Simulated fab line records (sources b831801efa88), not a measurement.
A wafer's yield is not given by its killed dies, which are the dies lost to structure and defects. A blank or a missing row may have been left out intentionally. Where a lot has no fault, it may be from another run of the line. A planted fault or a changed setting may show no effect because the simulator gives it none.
A single fault, viewed from 2 desks || flow sky130 || only its own numbers are on each desk; what lay behind them is given at the end

== FOR THE TOOL OWNER'S DESK: hdpcvd-01 ==
The tool's own readings at SKY_VIA3_HDPCVD_00 (deposits SiO2, target thk 1635 nm, time 272.5 s): means of the sampled wafers that have a number, for each lot that ran on this tool. The brackets show how far a lot's mean lies from the usual mean; more than 4 standard deviations puts the lot out of limits, marked OUT.
Columns: A = run_length_s at SKY_VIA3_HDPCVD_00, usual 300.4 s
{"lot": "L422", "first seen here": "day 39 10:05", "A": 300.1}
{"lot": "L423", "first seen here": "day 39 18:02", "A": 300.6}
{"lot": "L425", "first seen here": "day 40 07:59", "A": 300.1}
{"lot": "L427", "first seen here": "day 41 02:31", "A": 300.0}
{"lot": "L428", "first seen here": "day 41 03:26", "A": 299.9}
{"lot": "L430", "first seen here": "day 41 20:11", "A": "256.9 (-99) OUT"}
{"lot": "L433", "first seen here": "day 42 12:19", "A": "235.3 (-99 or more) OUT"}
Finding of this desk: L430, L433 out of limits; the first was L430 at day 41 20:11, on run_length_s at SKY_VIA3_HDPCVD_00. L422, L423, L425, L427, L428: within limits.

== THE METROLOGY DESK ==
What the gauges read for every lot (on any tool): the sampled wafers with a number, averaged. The brackets show how far a lot's mean lies from the usual mean; more than 4 standard deviations puts the lot out of limits, marked OUT.
Columns: A = DNWELL_TW at SKY_DNWELL_TW_MEAS_09, usual 1114; B = SONOS_TUNNEL_OVL at SKY_SONOS_TUNNEL_OVL_MEAS_08, usual -0.2 nm; C = LDD_HVN_OVL at SKY_LDD_HVN_OVL_MEAS_07, usual 0.5 nm; D = VIA3_HDPCVD_THK at SKY_VIA3_THK_MEAS_01, usual 1633 nm
{"lot": "L420", "first seen here": "day 3 10:11", "A": 1117, "B": -1.9, "C": 2.3, "D": 1647}
{"lot": "L421", "first seen here": "day 3 13:26", "A": 1121, "B": -0.7, "C": -0.4, "D": 1645}
{"lot": "L422", "first seen here": "day 3 21:29", "A": 1098, "B": -1.4, "C": -0.1, "D": 1617}
{"lot": "L423", "first seen here": "day 4 04:05", "A": 1106, "B": -3.2, "C": 0.2, "D": 1609}
{"lot": "L424", "first seen here": "day 4 07:03", "A": 1121, "B": -1.8, "C": -1.7, "D": 1622}
{"lot": "L425", "first seen here": "day 4 12:06", "A": 1127, "B": 0.4, "C": 1.9, "D": 1624}
{"lot": "L427", "first seen here": "day 5 00:57", "A": 1099, "B": -0.7, "C": 1.9, "D": 1622}
{"lot": "L428", "first seen here": "day 5 05:08", "A": 1122, "B": -0.7, "C": 2.3, "D": 1637}
{"lot": "L430", "first seen here": "day 5 13:56", "A": 1097, "B": 0.7, "C": 0.5, "D": "1353 (-14) OUT"}
{"lot": "L433", "first seen here": "day 6 07:42", "A": 1129, "B": -0.1, "C": -0.2, "D": "1235 (-20) OUT"}
{"lot": "L439", "first seen here": "day 7 16:38", "A": 1101, "B": -0.5, "C": 0.8, "D": 1635}
{"lot": "L441", "first seen here": "day 8 03:31", "A": 1118, "B": -0.9, "C": 1.1, "D": 1640}
{"lot": "L442", "first seen here": "day 9 00:05", "A": 1119, "B": 1.7, "C": -1.7, "D": 1634}
Per this desk, out of limits: L430, L433; the first was L430, day 41 20:21 (VIA3_HDPCVD_THK at SKY_VIA3_THK_MEAS_01). L420, L421, L422, L423, L424, L425, L427, L428, L439, L441, L442: within limits.

== PUT TOGETHER ==
At day 41 20:11, on L430, L433, the tool owner's desk was in a position to raise an alarm.
On L430, L433, the metrology desk was in a position to raise an alarm at day 41 20:21.
SKY_VIA3_HDPCVD_00 was run on hdpcvd-01 by each of the lots named.

== WHAT THE SIMULATOR HAD INSERTED ==
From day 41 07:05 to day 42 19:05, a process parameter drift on hdpcvd-01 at SKY_VIA3_HDPCVD_00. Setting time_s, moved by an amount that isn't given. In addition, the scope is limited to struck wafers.
Lots struck among those shown: L430, L433.
Counting hours from when the fault started, the first reading out of limits came at 13 for the tool owner's desk and at 13 for the metrology desk.
